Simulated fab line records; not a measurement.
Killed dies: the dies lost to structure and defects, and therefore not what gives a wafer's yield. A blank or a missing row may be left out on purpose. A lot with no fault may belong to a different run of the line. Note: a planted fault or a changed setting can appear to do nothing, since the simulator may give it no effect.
Which of the tools did it? | flow gf180mcu | 7 lots with 21 wafers sampled at 2 steps, on a route of 602 steps

## WHAT EACH GAUGE READ, for each wafer
GF_V2_CD_MEAS_14: target cd 260 nm.
lot  | measured     | on       | cdNm (nm)
L150 | day 21 19:38 | cdSem-01 | 258.7 259.3 259.9
L152 | day 22 16:59 | cdSem-01 | 260.8 261.2 260.9
L154 | day 23 11:11 | cdSem-02 | 261.4 260.6 262.3
L156 | day 23 23:20 | cdSem-01 | 257.4 257.8 258.7
L161 | day 25 17:19 | cdSem-01 | 258.0 259.9 259.6
L165 | day 26 21:08 | cdSem-02 | 292.3 293.0 292.5
L167 | day 27 09:21 | cdSem-01 | 258.5 257.9 258.0

## WHAT TOOL EACH LOT RAN ON (gives the tool, then ch and the chambers of the sampled wafers, and finally the start)
lot  | GF_V2_SOFTBAKE_10
L150 | lithoTrack-03 ch 0, day 21 07:00
L152 | lithoTrack-01 ch 0, day 22 04:00
L154 | lithoTrack-03 ch 0, day 22 22:00
L156 | lithoTrack-02 ch 0, day 23 12:00
L161 | lithoTrack-03 ch 0, day 25 06:00
L165 | lithoTrack-01 ch 0, day 26 10:00
L167 | lithoTrack-02 ch 0, day 26 23:00
- GF_V2_SOFTBAKE_10: time 60 s.

## THE ANSWER, worked out from the rows above alone
Rule: the usual values come from the lots themselves. Put in order of their means at a reading, lots are off if they are a third of the lots or fewer, leave a main group of 4 or more, and stand apart from it by a gap of 3 or more times the standard deviation of the main group's means; of several such gaps the widest counts. A main group whose means are all the same, to the digits that the tables above print for the reading, isn't used. Also off: a lot with no number at a reading for which 4 or more lots have one. The other lots that the step has rows for count as sound.
Off: L165, at GF_V2_CD_MEAS_14 (cdNm). Mean 259.5 nm and standard deviation 1.3 in the main group.
If a tool, at a process step before that reading, ran all the lots that are off and no sound lot after the first of them, it fits. Gauges at GF_V2_CD_MEAS_14: tried the same way as those tools. Undecided on this evidence; 2 tools fit (lithoTrack-01 at GF_V2_SOFTBAKE_10, cdSem-02 at GF_V2_CD_MEAS_14).

## WHAT THE SIMULATOR PUT IN
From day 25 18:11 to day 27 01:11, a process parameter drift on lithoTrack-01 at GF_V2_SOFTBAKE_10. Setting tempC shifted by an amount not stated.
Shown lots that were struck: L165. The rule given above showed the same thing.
